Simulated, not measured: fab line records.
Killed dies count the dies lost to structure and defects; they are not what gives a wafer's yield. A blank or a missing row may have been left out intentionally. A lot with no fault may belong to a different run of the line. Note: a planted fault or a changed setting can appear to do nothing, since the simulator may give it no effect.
What tool caused it? | flow sky130 | Sampling: 11 lots, 32 wafers, 5 of 708 route steps

== WHAT THE GAUGES SHOWED, per wafer ==
SKY_VIA3_CD_MEAS_12: target cd 200 nm. Usual: cdNm at 200.4 nm, with a standard deviation of 1.4.
lot  | measured     | on       | cdNm (nm)                           | flag
L631 | day 41 13:17 | cdSem-01 | 200.2 199.9 197.8                   | 
L632 | day 41 23:17 | cdSem-02 | 202.0 201.9 200.7                   | 
L633 | day 42 07:09 | cdSem-01 | 199.6 199.0 199.8                   | 
L634 | day 42 12:19 | cdSem-01 | 200.5 198.7 199.6                   | 
L635 | day 42 20:09 | cdSem-01 | 199.9 200.6 200.0                   | 
L640 | day 44 15:01 | cdSem-01 | 200.5 140.6 200.0 140.5             | OFF
L644 | day 45 20:44 | cdSem-01 | 197.3 199.0 138.9 197.6 199.2 138.9 | OFF
L647 | day 46 02:10 | cdSem-02 | 201.9 202.0 202.3                   | 
L649 | day 46 15:00 | cdSem-01 | 199.6 199.8 199.9                   | 
L650 | day 46 19:41 | cdSem-01 | 202.1 202.0 201.6                   | 
L651 | day 46 20:56 | cdSem-02 | 201.5 201.9 200.0                   | 

== EACH LOT AND THE TOOL THAT RAN IT (in order: tool; ch and the chambers of the sampled wafers; start) ==
lot  | SKY_LI_CONTACT_CMP_02         | SKY_LI_CONTACT_ETCH_15            | SKY_METAL2_METAL_ETCH_19         | SKY_VIA3_EXPOSE_09
L631 | cmp-01 ch 1,2, day 29 13:56   | rieDiel-03 ch 0,1,2, day 30 21:29 | rieMetal-01 ch 1, day 37 03:15   | krfScanner-02 ch 0, day 41 00:57
L632 | cmp-01 ch 2,3, day 30 01:44   | rieDiel-03 ch 0,1, day 31 08:23   | rieMetal-01 ch 1, day 37 12:17   | krfScanner-02 ch 0, day 41 11:00
L633 | cmp-02 ch 1,2,3, day 30 12:35 | rieDiel-01 ch 0,2,3, day 31 19:35 | rieMetal-04 ch 0,1, day 37 21:12 | krfScanner-01 ch 0, day 41 19:19
L634 | cmp-01 ch 0,2,3, day 30 17:58 | rieDiel-01 ch 0,1, day 32 01:03   | rieMetal-01 ch 1, day 38 03:34   | krfScanner-02 ch 0, day 42 00:39
L635 | cmp-02 ch 0,1,3, day 31 05:01 | rieDiel-01 ch 0,2,3, day 32 11:50 | rieMetal-01 ch 0,1, day 38 12:06 | krfScanner-01 ch 0, day 42 08:14
L640 | cmp-02 ch 1, day 33 12:44     | rieDiel-02 ch 1, day 34 16:52     | rieMetal-01 ch 1, day 40 10:05   | krfScanner-02 ch 0, day 44 03:33
L644 | cmp-02 ch 0,2,3, day 34 22:41 | rieDiel-01 ch 1,2, day 36 01:43   | rieMetal-01 ch 0,1, day 41 19:03 | krfScanner-02 ch 0, day 45 10:41
L647 | cmp-02 ch 2,3, day 35 07:53   | rieDiel-03 ch 1,2, day 36 11:16   | rieMetal-04 ch 1, day 42 00:32   | krfScanner-01 ch 0, day 45 15:41
L649 | cmp-01 ch 0,2,3, day 35 21:10 | rieDiel-02 ch 0,1, day 37 00:03   | rieMetal-04 ch 0,1, day 42 13:46 | krfScanner-01 ch 0, day 46 04:31
L650 | cmp-02 ch 1,2,3, day 36 03:47 | rieDiel-03 ch 0,1,3, day 37 06:23 | rieMetal-01 ch 1, day 42 20:13   | krfScanner-01 ch 0, day 46 09:30
L651 | cmp-01 ch 1,2,3, day 36 05:04 | rieDiel-01 ch 0,1, day 37 08:36   | rieMetal-04 ch 0,1, day 42 22:13 | krfScanner-01 ch 0, day 46 11:19
- SKY_LI_CONTACT_CMP_02: polishes PSG.
- SKY_LI_CONTACT_ETCH_15: etches PSG in C4F8/O2/Ar, stops on Si, target depth 600 nm.
- SKY_METAL2_METAL_ETCH_19: etches the open film in Cl2/BCl3, stops on SiO2, target depth 360 nm, time 78 s.
- SKY_VIA3_EXPOSE_09: exposes mask VIM3, target cd 200 nm.

== AS READ BY THE TOOLS THEMSELVES (means over the sampled wafers that have a number; for cases with no such wafer, the mark the record gives instead) ==
SKY_LI_CONTACT_CMP_02. Usual: motorCurrentA 12.4 A, standard deviation 1.3; timeToEndpointS 33 s, standard deviation 3.1.
lot  | tool   | motorCurrentA (A) | timeToEndpointS (s) | flag
L631 | cmp-01 | 11.8              | 32                  | 
L632 | cmp-01 | 11.7              | 36                  | 
L633 | cmp-02 | 13.7              | 35                  | 
L634 | cmp-01 | 11.5              | 33                  | 
L635 | cmp-02 | 13.4              | 34                  | 
L640 | cmp-02 | 14.3              | 34                  | 
L644 | cmp-02 | 12.8              | 30                  | 
L647 | cmp-02 | 13.6              | 32                  | 
L649 | cmp-01 | 11.3              | 34                  | 
L650 | cmp-02 | 13.6              | 34                  | 
L651 | cmp-01 | 11.2              | 35                  | 

SKY_LI_CONTACT_ETCH_15. Usual: oesProductAu at 0.837 a.u., with a standard deviation of 0.0044.
lot  | tool       | oesProductAu (a.u.) | flag
L631 | rieDiel-03 | 0.838               | 
L632 | rieDiel-03 | 0.837               | 
L633 | rieDiel-01 | 0.835               | 
L634 | rieDiel-01 | 0.838               | 
L635 | rieDiel-01 | 0.831               | 
L640 | rieDiel-02 | 0.837               | 
L644 | rieDiel-01 | 0.840               | 
L647 | rieDiel-03 | 0.839               | 
L649 | rieDiel-02 | 0.832               | 
L650 | rieDiel-03 | 0.835               | 
L651 | rieDiel-01 | 0.836               | 

SKY_METAL2_METAL_ETCH_19. Usual: drypumpMotorCurrentA 5.5 A, standard deviation 0.35; oesProductAu 0.853 a.u., standard deviation 0.0057; throttleValvePct 22.263 %, standard deviation 0.0088.
lot  | tool        | drypumpMotorCurrentA (A) | oesProductAu (a.u.) | throttleValvePct (%) | flag
L631 | rieMetal-01 | 5.4                      | 0.857               | 22.254               | 
L632 | rieMetal-01 | 5.3                      | 0.855               | 22.263               | 
L633 | rieMetal-04 | 5.4                      | 0.859               | 22.262               | 
L634 | rieMetal-01 | 5.3                      | 0.853               | 22.264               | 
L635 | rieMetal-01 | 5.9                      | 0.852               | 22.265               | 
L640 | rieMetal-01 | 5.3                      | 0.848               | 22.269               | 
L644 | rieMetal-01 | 5.6                      | 0.853               | 22.269               | 
L647 | rieMetal-04 | 5.5                      | 0.847               | 22.267               | 
L649 | rieMetal-04 | 5.5                      | 0.856               | 22.260               | 
L650 | rieMetal-01 | 5.3                      | 0.852               | 22.265               | 
L651 | rieMetal-04 | 5.4                      | 0.855               | 22.261               | 

== THE ANSWER, worked out from the rows above alone ==
Rule: a lot counts as off when the mean over its wafers that have a number is more than 3 standard deviations away from the usual mean. A lot without any number at a reading at which 4 lots or more have one is off too. Any other lot the step has rows for is counted as sound. Order of review: gauges by route order, followed by the tools' own readings, for which a lot's mean as printed above is used. At the first step where some lot is off, the reading lying furthest off is the one used; lots without a number count as furthest.
Off, at SKY_VIA3_CD_MEAS_12 on cdNm: L640, L644.
If a tool, at a process step before that reading, ran all the lots that are off and no sound lot after the first of them, it fits. Gauges at SKY_VIA3_CD_MEAS_12: tried the same way as those tools. One candidate fits, namely krfScanner-02 at SKY_VIA3_EXPOSE_09. A fault onset in the window from L634 (day 42 00:39, its last sound lot) to L640 (day 44 03:33, its first lot off) fits.

== WHAT THE SIMULATOR PUT IN ==
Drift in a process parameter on krfScanner-02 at SKY_VIA3_EXPOSE_09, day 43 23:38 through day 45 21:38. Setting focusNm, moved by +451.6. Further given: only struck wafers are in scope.
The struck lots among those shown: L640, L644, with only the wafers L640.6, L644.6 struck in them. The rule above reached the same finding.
